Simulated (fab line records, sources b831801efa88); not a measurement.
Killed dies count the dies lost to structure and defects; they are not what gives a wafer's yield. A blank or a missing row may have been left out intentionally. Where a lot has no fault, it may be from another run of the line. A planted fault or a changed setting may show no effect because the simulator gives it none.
fab line records	flow sky130
[record] lots = 14	wafers = 42	lastDay = 50
route steps=708 shown LI_CONTACT@383 LOCAL_INTERCONNECT@397 CONTACT@409 PAD_OPEN@708
lots that met no fault: taken from a fault-free run of the same line
startH: hours from the record's opening day to when the first of the lot's shown wafers began	waitH: hours elapsed since this lot's preceding step	" as in the row above	L1.1+2: a row that stands for several wafers	- either no value or no given start	* or withheld: withheld	< > ~ a bound
route shown NAME@n: a module of which the file shows steps, and the number in the route of the first	usual: average and standard deviation across the fault-free wafers	same: alike in all rows	chamber/n: place in a boat	sites: each site's reading	_std_site: standard deviation of those values	_edge_site: mean of outer sites minus mean of inner sites	radiusMm: for every site, how far away it sits from the centre of the wafer	mask NAME#n: copy n	behind: the tool/chamber that last shaped the wafer	hold: why the lot was held/for how many hours/how that ended	device: whichever transistor did not switch (one of n, p or np)	end of line: tests of these same wafers at the route's end	for a step that has no rows: nothing shown but its recipe	killed: dies lost to structure and defects at the first sort, not the wafer's yield	map: dies across one wafer; x = killed, . = not, _ = none there
set.NAME: the setting as run; set.NAME@STEP: as run at that earlier step	model.NAME: the simulator's own value behind a step, which no gauge read
the route's steps for a sample of lots (tables are steps, rows are wafers)
services: from which hour (startH, from the record's first day; less than 0 if before it) a tool's chamber was out of use, for how many hours, and why
[[steps]]
[step SKY_LI_CONTACT_CVD_21]
[recipe] material = W	targetThkNm = 400	timeS = 120.56	tempC = 400	pressureTorr = 40
[usual] heaterPowerW = 820/61
lot.wafer	tool	chamber	startH	waitH	heaterPowerW
L370.2	cvdW-02	0	684.82	0.0	699
L370.3	"	1	"	"	830
L370.4	"	0	"	"	678
L371.2	cvdW-01	0	690.87	0.0	821
L371.4	"	0	"	"	836
L371.5	"	0	"	"	822
L373.2	cvdW-01	0	711.14	0.0	841
L373.3	"	1	"	"	874
L373.4	"	0	"	"	849
L375.1	cvdW-01	0	733.14	0.0	800
L375.4	"	1	"	"	878
L375.5	"	1	"	"	889
L376.2	cvdW-01	0	738.08	0.0	834
L376.4	"	1	"	"	871
L376.6	"	1	"	"	891
L379.1	cvdW-01	1	758.75	0.0	884
L379.2	"	0	"	"	813
L379.5	"	1	"	"	873
L381.3	cvdW-01	1	778.24	0.1	859
L381.5	"	0	"	"	834
L381.6	"	1	"	"	861
L382.1	cvdW-02	1	783.22	0.0	831
L382.3	"	1	"	"	846
L382.4	"	1	"	"	838
L383.3	cvdW-01	0	788.45	0.1	827
L383.5	"	0	"	"	818
L383.6	"	1	"	"	868
L384.2	cvdW-02	1	791.47	0.1	845
L384.3	"	1	"	"	829
L384.6	"	1	"	"	870
L391.2	cvdW-01	0	843.86	0.0	835
L391.4	"	1	"	"	886
L391.5	"	1	"	"	868
L390.2	cvdW-02	1	844.68	0.0	843
L390.5	"	0	"	"	698
L390.6	"	1	"	"	837
L392.3	cvdW-01	0	848.01	0.1	840
L392.4	"	1	"	"	897
L392.5	"	0	"	"	809
L393.1	cvdW-01	1	850.95	0.0	866
L393.4	"	1	"	"	869
L393.6	"	0	"	"	816
[step SKY_LI_CONTACT_THK_MEAS_23]
[recipe] thkMeasGauge = xrf	reads = W_of_LI_CONTACT_CVD_21
[usual] LI_CONTACT_W_THK = 424/7.3
lot.wafer	tool	chamber	startH	waitH	LI_CONTACT_W_THK[nm]
L370.2	filmMetro-03	-	685.08	0.1	410
L370.3	"	-	"	"	414
L370.4	"	-	"	"	420
L371.2	filmMetro-03	-	691.13	0.1	416
L371.4	"	-	"	"	419
L371.5	"	-	"	"	408
L373.2	filmMetro-01	-	711.40	0.1	421
L373.3	"	-	"	"	421
L373.4	"	-	"	"	417
L375.1	filmMetro-01	-	733.38	0.1	418
L375.4	"	-	"	"	416
L375.5	"	-	"	"	420
L376.2	filmMetro-02	-	738.33	0.1	430
L376.4	"	-	"	"	432
L376.6	"	-	"	"	436
L379.1	filmMetro-03	-	758.99	0.1	426
L379.2	"	-	"	"	440
L379.5	"	-	"	"	430
L381.3	filmMetro-03	-	778.46	0.1	430
L381.5	"	-	"	"	434
L381.6	"	-	"	"	425
L382.1	filmMetro-02	-	783.59	0.1	422
L382.3	"	-	"	"	427
L382.4	"	-	"	"	420
L383.3	filmMetro-01	-	788.68	0.1	427
L383.5	"	-	"	"	431
L383.6	"	-	"	"	425
L384.2	filmMetro-01	-	791.81	0.1	412
L384.3	"	-	"	"	415
L384.6	"	-	"	"	412
L391.2	filmMetro-01	-	844.12	0.1	423
L391.4	"	-	"	"	425
L391.5	"	-	"	"	422
L390.2	filmMetro-01	-	844.93	0.1	430
L390.5	"	-	"	"	421
L390.6	"	-	"	"	420
L392.3	filmMetro-03	-	848.24	0.1	427
L392.4	"	-	"	"	422
L392.5	"	-	"	"	428
L393.1	filmMetro-02	-	851.19	0.1	423
L393.4	"	-	"	"	425
L393.6	"	-	"	"	424
[step SKY_LOCAL_INTERCONNECT_DEVELOP_10]
[recipe] developTimeS = 60	resist = KrF-thick	devTempC = 21
[usual] developerTempC = 20.97/0.11	exhaustPa = 44.9/0.95
[same] developTimeS = 60
lot.wafer	tool	chamber	startH	waitH	developerTempC	exhaustPa
L370.2	lithoTrack-04	0	712	-	20.81	46.7
L370.3	"	0	"	"	20.97	45.9
L370.4	"	0	"	"	20.61	46.5
L371.2	lithoTrack-03	0	719	-	20.88	45.3
L371.4	"	0	"	"	20.91	44.6
L371.5	"	0	"	"	21.07	44.4
L373.2	lithoTrack-01	0	739	-	20.96	44.0
L373.3	"	0	"	"	20.93	44.0
L373.4	"	0	"	"	20.80	43.4
L375.1	lithoTrack-03	0	761	-	21.14	45.0
L375.4	"	0	"	"	21.10	45.3
L375.5	"	0	"	"	21.05	44.6
L376.2	lithoTrack-03	0	766	-	21.04	45.8
L376.4	"	0	"	"	21.09	45.8
L376.6	"	0	"	"	21.02	47.2
L379.1	lithoTrack-01	0	785	-	21.01	45.3
L379.2	"	0	"	"	20.90	44.7
L379.5	"	0	786	-	20.91	45.7
L381.3	lithoTrack-03	0	804	-	20.98	43.3
L381.5	"	0	"	"	20.95	44.6
L381.6	"	0	"	"	20.99	42.1
L382.1	lithoTrack-01	0	810	-	23.02	45.7
L382.3	"	0	"	"	22.90	44.5
L382.4	"	0	"	"	23.11	43.9
L383.3	lithoTrack-01	0	816	-	23.06	45.7
L383.5	"	0	"	"	23.16	44.6
L383.6	"	0	"	"	23.04	44.6
L384.2	lithoTrack-01	0	818	-	23.09	44.6
L384.3	"	0	"	"	22.96	44.1
L384.6	"	0	"	"	23.00	44.9
L391.2	lithoTrack-03	0	870	-	20.79	45.2
L391.4	"	0	"	"	21.02	44.5
L391.5	"	0	"	"	20.92	44.2
L390.2	lithoTrack-04	0	870	-	21.03	44.0
L390.5	"	0	871	-	20.93	44.6
L390.6	"	0	"	"	21.01	44.6
L392.3	lithoTrack-01	0	874	-	20.97	44.0
L392.4	"	0	"	"	21.05	45.9
L392.5	"	0	"	"	20.95	45.3
L393.1	lithoTrack-03	0	877	-	21.08	46.0
L393.4	"	0	"	"	21.11	46.8
L393.6	"	0	"	"	21.08	45.7
[step SKY_CONTACT_THK_MEAS_03]
[recipe] reads = SiO2_of_CONTACT_HDPCVD_02
[usual] CONTACT_HDPCVD_THK = 565/6.2
lot.wafer	tool	chamber	startH	waitH	CONTACT_HDPCVD_THK[nm]
L370.2	filmMetro-04	-	714.03	0.0	576
L370.3	"	-	"	"	563
L370.4	"	-	"	"	566
L371.2	filmMetro-04	-	721.03	0.0	560
L371.4	"	-	"	"	566
L371.5	"	-	"	"	563
L373.2	filmMetro-04	-	740.54	0.0	565
L373.3	"	-	"	"	573
L373.4	"	-	"	"	566
L375.1	filmMetro-01	-	762.95	0.0	572
L375.4	"	-	"	"	561
L375.5	"	-	"	"	568
L376.2	filmMetro-03	-	767.26	0.0	557
L376.4	"	-	"	"	558
L376.6	"	-	"	"	563
L379.1	filmMetro-03	-	787.08	0.0	567
L379.2	"	-	"	"	571
L379.5	"	-	"	"	568
L381.3	filmMetro-03	-	805.64	0.1	564
L381.5	"	-	"	"	565
L381.6	"	-	"	"	560
L382.1	filmMetro-04	-	811.57	0.0	569
L382.3	"	-	"	"	558
L382.4	"	-	"	"	562
L383.3	filmMetro-04	-	817.43	0.1	554
L383.5	"	-	"	"	551
L383.6	"	-	"	"	570
L384.2	filmMetro-01	-	819.69	0.0	565
L384.3	"	-	"	"	572
L384.6	"	-	"	"	560
L391.2	filmMetro-04	-	871.96	0.0	552
L391.4	"	-	"	"	562
L391.5	"	-	"	"	564
L390.2	filmMetro-04	-	872.21	0.0	561
L390.5	"	-	"	"	564
L390.6	"	-	"	"	570
L392.3	filmMetro-01	-	875.95	0.1	567
L392.4	"	-	"	"	573
L392.5	"	-	"	"	570
L393.1	filmMetro-01	-	878.99	0.0	570
L393.4	"	-	"	"	561
L393.6	"	-	"	"	577
[step SKY_PAD_OPEN_PROBE_99]
[usual] killed_at_M0_to_M3 = 45/7.2	killed_at_M4_up = 3.0/1.8	killedAtContacts = 25/6.1	killedAtFrontEnd = 14/4.4	killedAtOther = 0.2/0.44	killedDies = 88/10	killedOpen = 48/7.4	killedShort = 40/6.3
[same] grossDies = 492	killedAtBackSide = 0
lot.wafer	tool	chamber	startH	waitH	killed_at_M0_to_M3	killed_at_M4_up	killedAtContacts	killedAtFrontEnd	killedAtOther	killedDies	killedOpen	killedShort
L370.2	prober-02	-	1083.19	0.1	36	3	35	23	0	97	47	50
L370.3	prober-02	-	1083.24	0.2	33	3	28	16	0	80	43	37
L370.4	prober-02	-	1083.29	0.2	58	3	19	19	1	100	56	44
L371.2	prober-01	-	1088.37	0.1	33	7	25	12	1	78	46	32
L371.4	prober-01	-	1088.47	0.2	54	5	29	16	0	104	61	43
L371.5	prober-01	-	1088.52	0.2	53	4	20	19	0	96	54	42
L373.2	prober-01	-	1105.15	0.1	47	6	30	6	0	89	48	41
L373.3	prober-01	-	1105.20	0.2	49	4	26	13	0	92	54	38
L373.4	prober-01	-	1105.25	0.2	50	4	18	13	0	85	49	36
L375.1	prober-01	-	1120.02	0.1	49	2	24	11	0	86	55	31
L375.4	prober-01	-	1120.17	0.2	33	0	24	18	0	75	39	36
L375.5	prober-01	-	1120.22	0.2	31	1	25	16	0	73	42	31
L376.2	prober-01	-	1123.30	0.1	53	5	26	13	0	97	50	47
L376.4	prober-01	-	1123.40	0.2	43	4	31	11	0	89	47	42
L376.6	prober-01	-	1123.50	0.2	46	2	32	6	0	86	50	36
L379.1	prober-01	-	1137.28	0.1	51	1	27	18	1	98	48	50
L379.2	prober-01	-	1137.33	0.1	55	1	26	11	0	93	55	38
L379.5	prober-01	-	1137.48	0.2	51	2	25	24	0	102	61	41
L381.3	prober-01	-	1149.59	0.2	59	2	21	11	0	93	57	36
L381.5	prober-01	-	1149.69	0.2	46	1	17	14	0	78	47	31
L381.6	prober-01	-	1149.74	0.2	40	6	34	19	0	99	55	44
L382.1	prober-02	-	1152.81	0.1	39	5	34	24	1	103	65	38
L382.3	prober-02	-	1152.91	0.2	55	0	35	15	1	106	60	46
L382.4	prober-02	-	1152.96	0.2	51	2	36	10	0	99	60	39
L383.3	prober-01	-	1160.33	0.2	40	2	18	21	0	81	40	41
L383.5	prober-01	-	1160.43	0.2	46	3	32	13	0	94	50	44
L383.6	prober-01	-	1160.48	0.2	43	3	24	8	1	79	44	35
L384.2	prober-02	-	1160.95	0.1	47	2	28	14	1	92	54	38
L384.3	prober-02	-	1161.00	0.2	42	0	14	15	1	72	37	35
L384.6	prober-02	-	1161.15	0.2	52	3	30	7	0	92	56	36
L391.2	prober-01	-	1193.23	0.1	41	2	25	13	0	81	46	35
L391.4	prober-01	-	1193.33	0.2	32	2	26	14	1	75	36	39
L391.5	prober-01	-	1193.38	0.2	57	3	31	13	0	104	56	48
L390.2	prober-02	-	1195.64	0.1	44	4	25	14	0	87	51	36
L390.5	prober-02	-	1195.79	0.2	44	6	28	10	1	89	56	33
L390.6	prober-02	-	1195.84	0.2	37	1	19	18	0	75	39	36
L392.3	prober-01	-	1197.66	0.2	46	1	26	18	0	91	59	32
L392.4	prober-01	-	1197.71	0.2	35	4	40	14	0	93	54	39
L392.5	prober-01	-	1197.76	0.2	40	2	29	9	1	81	35	46
L393.1	prober-02	-	1198.47	0.1	46	1	23	16	0	86	41	45
L393.4	prober-02	-	1198.62	0.2	44	3	27	16	0	90	52	38
L393.6	prober-02	-	1198.72	0.2	48	3	31	11	0	93	48	45
// killed by level:class
L370.2 LI_CONTACT:geometricParticle:open=9 CONTACT:geometricParticle:open=9 VIA1:geometricParticle:open=8 FIELD_ISO:geometricParticle:short=7 LOCAL_INTERCONNECT:geometricParticle:short=7 VIA3:geometricParticle:open=6 CONTACT:geometricParticle:short=6 METAL2:geometricParticle:short=6
L370.3 VIA1:geometricParticle:open=10 METAL1:geometricParticle:short=9 CONTACT:geometricParticle:short=8 CONTACT:geometricParticle:open=7 POLY_GATE:geometricParticle:open=6 LI_CONTACT:geometricParticle:open=5 LOCAL_INTERCONNECT:geometricParticle:short=4 FIELD_ISO:geometricParticle:open=3
L370.4 VIA1:geometricParticle:open=14 CONTACT:geometricParticle:open=12 VIA3:geometricParticle:open=8 VIA1:geometricParticle:short=7 VIA3:geometricParticle:short=6 FIELD_ISO:geometricParticle:short=4 FIELD_ISO:geometricParticle:open=4 METAL2:geometricParticle:open=4
L371.2 VIA1:geometricParticle:open=10 CONTACT:geometricParticle:open=8 LOCAL_INTERCONNECT:geometricParticle:short=7 LI_CONTACT:geometricParticle:open=6 METAL2:geometricParticle:short=5 VIA2:geometricParticle:open=4 METAL1:geometricParticle:short=4 METAL4:geometricParticle:short=4
L371.4 VIA1:geometricParticle:open=13 VIA3:geometricParticle:open=9 FIELD_ISO:geometricParticle:short=8 CONTACT:geometricParticle:open=8 LI_CONTACT:geometricParticle:open=8 METAL1:geometricParticle:short=8 VIA2:geometricParticle:open=6 CONTACT:geometricParticle:short=5
L371.5 VIA1:geometricParticle:open=13 VIA3:geometricParticle:open=12 CONTACT:geometricParticle:open=8 FIELD_ISO:geometricParticle:open=7 METAL1:geometricParticle:short=6 VIA1:geometricParticle:short=5 LOCAL_INTERCONNECT:geometricParticle:short=5 METAL2:geometricParticle:short=5
L373.2 LI_CONTACT:geometricParticle:open=14 VIA1:geometricParticle:open=11 CONTACT:geometricParticle:short=6 VIA2:geometricParticle:open=6 VIA3:geometricParticle:short=6 METAL3:geometricParticle:short=5 VIA3:geometricParticle:open=5 LOCAL_INTERCONNECT:geometricParticle:short=4
L373.3 VIA2:geometricParticle:open=10 VIA1:geometricParticle:open=8 CONTACT:geometricParticle:open=8 VIA1:geometricParticle:short=7 LOCAL_INTERCONNECT:geometricParticle:short=6 METAL3:geometricParticle:short=5 LI_CONTACT:geometricParticle:short=4 LI_CONTACT:geometricParticle:open=4
L373.4 VIA2:geometricParticle:open=14 METAL1:geometricParticle:short=11 VIA1:geometricParticle:open=10 LI_CONTACT:geometricParticle:open=6 VIA1:geometricParticle:short=6 CONTACT:geometricParticle:open=5 METAL4:geometricParticle:short=4 FIELD_ISO:geometricParticle:open=3
L375.1 VIA1:geometricParticle:open=12 VIA3:geometricParticle:open=10 METAL1:geometricParticle:short=9 CONTACT:geometricParticle:open=9 VIA2:geometricParticle:open=9 LI_CONTACT:geometricParticle:open=6 CONTACT:geometricParticle:short=5 FIELD_ISO:geometricParticle:open=4
L375.4 FIELD_ISO:geometricParticle:open=10 METAL2:geometricParticle:short=8 LI_CONTACT:geometricParticle:short=5 CONTACT:geometricParticle:open=5 VIA1:geometricParticle:open=5 LI_CONTACT:geometricParticle:open=4 LOCAL_INTERCONNECT:geometricParticle:short=4 CONTACT:geometricParticle:short=4
L375.5 CONTACT:geometricParticle:open=11 VIA1:geometricParticle:open=7 FIELD_ISO:geometricParticle:short=6 VIA2:geometricParticle:open=6 VIA3:geometricParticle:open=6 CONTACT:geometricParticle:short=5 LOCAL_INTERCONNECT:geometricParticle:short=4 FIELD_ISO:geometricParticle:open=3
L376.2 CONTACT:geometricParticle:open=10 VIA1:geometricParticle:open=9 VIA3:geometricParticle:open=9 VIA1:geometricParticle:short=7 METAL2:geometricParticle:short=7 VIA2:geometricParticle:open=6 CONTACT:geometricParticle:short=6 VIA2:geometricParticle:short=5
L376.4 VIA1:geometricParticle:open=12 LI_CONTACT:geometricParticle:open=9 CONTACT:geometricParticle:open=8 CONTACT:geometricParticle:short=8 VIA2:geometricParticle:open=7 LI_CONTACT:geometricParticle:short=6 METAL2:geometricParticle:short=5 VIA3:geometricParticle:open=5
L376.6 LI_CONTACT:geometricParticle:open=13 CONTACT:geometricParticle:open=10 VIA1:geometricParticle:open=8 VIA2:geometricParticle:open=7 LOCAL_INTERCONNECT:geometricParticle:short=6 METAL1:geometricParticle:short=5 VIA1:geometricParticle:short=5 VIA3:geometricParticle:open=5
L379.1 CONTACT:geometricParticle:open=9 METAL1:geometricParticle:short=9 VIA1:geometricParticle:short=9 VIA2:geometricParticle:open=7 FIELD_ISO:geometricParticle:open=6 VIA1:geometricParticle:open=6 LI_CONTACT:geometricParticle:open=6 LOCAL_INTERCONNECT:geometricParticle:short=6
L379.2 CONTACT:geometricParticle:open=13 VIA1:geometricParticle:open=11 VIA1:geometricParticle:short=10 VIA3:geometricParticle:open=10 LI_CONTACT:geometricParticle:open=5 METAL2:geometricParticle:short=5 VIA2:geometricParticle:open=5 METAL3:geometricParticle:short=5
L379.5 VIA1:geometricParticle:open=18 CONTACT:geometricParticle:open=8 VIA2:geometricParticle:open=8 POLY_GATE:geometricParticle:open=6 CONTACT:geometricParticle:short=6 FIELD_ISO:geometricParticle:open=5 POLY_GATE:geometricParticle:short=5 VIA1:geometricParticle:short=5
L381.3 VIA1:geometricParticle:open=13 VIA2:geometricParticle:open=11 CONTACT:geometricParticle:open=8 LI_CONTACT:geometricParticle:open=7 VIA1:geometricParticle:short=7 METAL2:geometricParticle:short=7 VIA3:geometricParticle:open=6 POLY_GATE:geometricParticle:open=4
L381.5 VIA3:geometricParticle:open=11 VIA1:geometricParticle:open=9 LI_CONTACT:geometricParticle:open=8 METAL1:geometricParticle:short=7 CONTACT:geometricParticle:open=6 VIA3:geometricParticle:short=5 VIA1:geometricParticle:short=4 FIELD_ISO:geometricParticle:open=3
L381.6 LI_CONTACT:geometricParticle:open=12 VIA1:geometricParticle:open=9 POLY_GATE:geometricParticle:open=8 CONTACT:geometricParticle:open=8 LI_CONTACT:geometricParticle:short=7 VIA1:geometricParticle:short=6 VIA2:geometricParticle:open=6 VIA2:geometricParticle:short=5
L382.1 CONTACT:geometricParticle:open=17 VIA1:geometricParticle:open=9 VIA3:geometricParticle:open=9 FIELD_ISO:geometricParticle:open=7 LI_CONTACT:geometricParticle:open=6 POLY_GATE:geometricParticle:short=5 CONTACT:geometricParticle:short=5 VIA2:geometricParticle:open=5
L382.3 VIA3:geometricParticle:open=12 CONTACT:geometricParticle:open=10 LOCAL_INTERCONNECT:geometricParticle:short=10 VIA2:geometricParticle:open=9 VIA1:geometricParticle:open=9 FIELD_ISO:geometricParticle:open=6 LI_CONTACT:geometricParticle:open=6 CONTACT:geometricParticle:short=5
L382.4 CONTACT:geometricParticle:open=15 LI_CONTACT:geometricParticle:open=10 VIA3:geometricParticle:open=9 METAL1:geometricParticle:short=8 VIA2:geometricParticle:open=8 VIA1:geometricParticle:open=7 FIELD_ISO:geometricParticle:open=5 CONTACT:geometricParticle:short=5
L383.3 METAL1:geometricParticle:short=11 VIA1:geometricParticle:open=10 FIELD_ISO:geometricParticle:open=9 CONTACT:geometricParticle:open=7 VIA3:geometricParticle:open=7 FIELD_ISO:geometricParticle:short=5 CONTACT:geometricParticle:short=5 LI_CONTACT:geometricParticle:short=4
L383.5 CONTACT:geometricParticle:open=13 VIA1:geometricParticle:open=10 VIA3:geometricParticle:open=8 LI_CONTACT:geometricParticle:open=6 CONTACT:geometricParticle:short=6 VIA2:geometricParticle:open=6 LOCAL_INTERCONNECT:geometricParticle:short=5 METAL2:geometricParticle:short=5
L383.6 VIA2:geometricParticle:open=10 VIA1:geometricParticle:open=9 CONTACT:geometricParticle:open=8 LI_CONTACT:geometricParticle:open=5 LOCAL_INTERCONNECT:geometricParticle:short=5 VIA1:geometricParticle:short=5 VIA3:geometricParticle:open=5 FIELD_ISO:geometricParticle:open=4
L384.2 CONTACT:geometricParticle:open=11 VIA1:geometricParticle:open=10 VIA2:geometricParticle:open=10 VIA1:geometricParticle:short=8 CONTACT:geometricParticle:short=7 LI_CONTACT:geometricParticle:open=5 VIA3:geometricParticle:open=5 SPACER:geometricParticle:open=4
L384.3 VIA1:geometricParticle:open=10 VIA3:geometricParticle:open=7 LI_CONTACT:geometricParticle:open=5 VIA1:geometricParticle:short=5 FIELD_ISO:geometricParticle:short=4 FIELD_ISO:geometricParticle:open=4 POLY_GATE:geometricParticle:short=4 LOCAL_INTERCONNECT:geometricParticle:short=4
L384.6 VIA1:geometricParticle:open=16 CONTACT:geometricParticle:open=11 METAL2:geometricParticle:short=7 VIA3:geometricParticle:open=7 CONTACT:geometricParticle:short=6 LI_CONTACT:geometricParticle:open=6 VIA3:geometricParticle:short=5 FIELD_ISO:geometricParticle:open=4
L391.2 VIA1:geometricParticle:open=11 LI_CONTACT:geometricParticle:open=7 CONTACT:geometricParticle:open=6 CONTACT:geometricParticle:short=6 LOCAL_INTERCONNECT:geometricParticle:short=5 VIA1:geometricParticle:short=5 VIA2:geometricParticle:open=5 FIELD_ISO:geometricParticle:open=4
L391.4 CONTACT:geometricParticle:open=9 FIELD_ISO:geometricParticle:open=6 LOCAL_INTERCONNECT:geometricParticle:short=6 METAL2:geometricParticle:short=6 CONTACT:geometricParticle:short=5 POLY_GATE:geometricParticle:short=4 VIA1:geometricParticle:open=4 VIA1:geometricParticle:short=4
L391.5 CONTACT:geometricParticle:open=13 VIA1:geometricParticle:open=12 VIA3:geometricParticle:open=10 METAL1:geometricParticle:short=9 LOCAL_INTERCONNECT:geometricParticle:short=6 VIA2:geometricParticle:open=6 LI_CONTACT:geometricParticle:open=5 VIA2:geometricParticle:short=5
L390.2 VIA3:geometricParticle:open=12 VIA1:geometricParticle:open=12 CONTACT:geometricParticle:open=9 LOCAL_INTERCONNECT:geometricParticle:short=5 CONTACT:geometricParticle:short=5 FIELD_ISO:geometricParticle:open=4 POLY_GATE:geometricParticle:open=4 VIA1:geometricParticle:short=4
L390.5 CONTACT:geometricParticle:open=15 VIA1:geometricParticle:open=13 VIA3:geometricParticle:open=9 METAL2:geometricParticle:short=7 METAL4:geometricParticle:short=5 LOCAL_INTERCONNECT:geometricParticle:short=5 LI_CONTACT:geometricParticle:open=4 VIA2:geometricParticle:open=4
L390.6 VIA1:geometricParticle:short=7 VIA1:geometricParticle:open=7 FIELD_ISO:geometricParticle:open=6 VIA3:geometricParticle:open=6 CONTACT:geometricParticle:open=6 CONTACT:geometricParticle:short=5 LI_CONTACT:geometricParticle:open=4 METAL2:geometricParticle:short=4
L392.3 VIA1:geometricParticle:open=15 LI_CONTACT:geometricParticle:open=9 CONTACT:geometricParticle:open=9 FIELD_ISO:geometricParticle:open=7 METAL2:geometricParticle:short=5 POLY_GATE:geometricParticle:short=4 LOCAL_INTERCONNECT:geometricParticle:short=4 CONTACT:geometricParticle:short=4
L392.4 CONTACT:geometricParticle:open=16 VIA1:geometricParticle:open=9 LOCAL_INTERCONNECT:geometricParticle:short=8 LI_CONTACT:geometricParticle:open=7 CONTACT:geometricParticle:short=6 VIA3:geometricParticle:open=6 FIELD_ISO:geometricParticle:short=5 VIA1:geometricParticle:short=5
L392.5 CONTACT:geometricParticle:open=8 VIA1:geometricParticle:open=8 VIA1:geometricParticle:short=7 LI_CONTACT:geometricParticle:open=6 LOCAL_INTERCONNECT:geometricParticle:short=6 CONTACT:geometricParticle:short=6 METAL3:geometricParticle:short=5 VIA3:geometricParticle:open=5
L393.1 VIA1:geometricParticle:open=12 VIA1:geometricParticle:short=10 CONTACT:geometricParticle:open=6 LI_CONTACT:geometricParticle:open=5 CONTACT:geometricParticle:short=5 METAL1:geometricParticle:short=5 FIELD_ISO:geometricParticle:open=4 POLY_GATE:geometricParticle:short=4
L393.4 CONTACT:geometricParticle:open=12 VIA1:geometricParticle:open=11 VIA3:geometricParticle:open=9 FIELD_ISO:geometricParticle:short=6 LI_CONTACT:geometricParticle:open=6 CONTACT:geometricParticle:short=6 VIA1:geometricParticle:short=6 METAL1:geometricParticle:short=4
L393.6 CONTACT:geometricParticle:open=13 VIA1:geometricParticle:open=9 VIA1:geometricParticle:short=8 METAL2:geometricParticle:short=8 LI_CONTACT:geometricParticle:open=7 VIA2:geometricParticle:open=7 CONTACT:geometricParticle:short=6 FIELD_ISO:geometricParticle:short=4
[[services]]
tool	chamber	startH	hours	kind
cvdW-02	-	673.61	0.9	repair
cvdW-02	-	706.53	2.4	repair
cvdW-02	0	745.92	49.3	repair
cvdW-02	1	754.89	6.9	repair
cvdW-01	0	792.74	4.7	repair
cvdW-01	-	800.69	6.9	pm
[[key]]
[firstSign] step = SKY_LOCAL_INTERCONNECT_DEVELOP_10	reading = developerTempC	direction = up	sigmas = 19	usual = *	struck = *
effect none on later readings
metAt SKY_LOCAL_INTERCONNECT_DEVELOP_10
struckLots L382,L383,L384
testerLeftOut L382,L383,L384
notActingAt SKY_LI_CONTACT_CVD_21,SKY_LI_CONTACT_THK_MEAS_23,SKY_CONTACT_THK_MEAS_03
onsetBetween 785 810
[fault] kind = processParameterDrift	tool = lithoTrack-01	chamber = -	onsetH = 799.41	steps = SKY_LOCAL_INTERCONNECT_DEVELOP_10	channel = devTempC	offset = *	shape = step	endH = 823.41	actsIn = *	stated = *
// testerLeftOut: of these lots the tester's yield and bins aren't shown, on N5 and GAA mostly nor the transistor test; their killed dies are dies lost to structure and defects alone, not to doping, threshold or leakage, so they don't give the yield
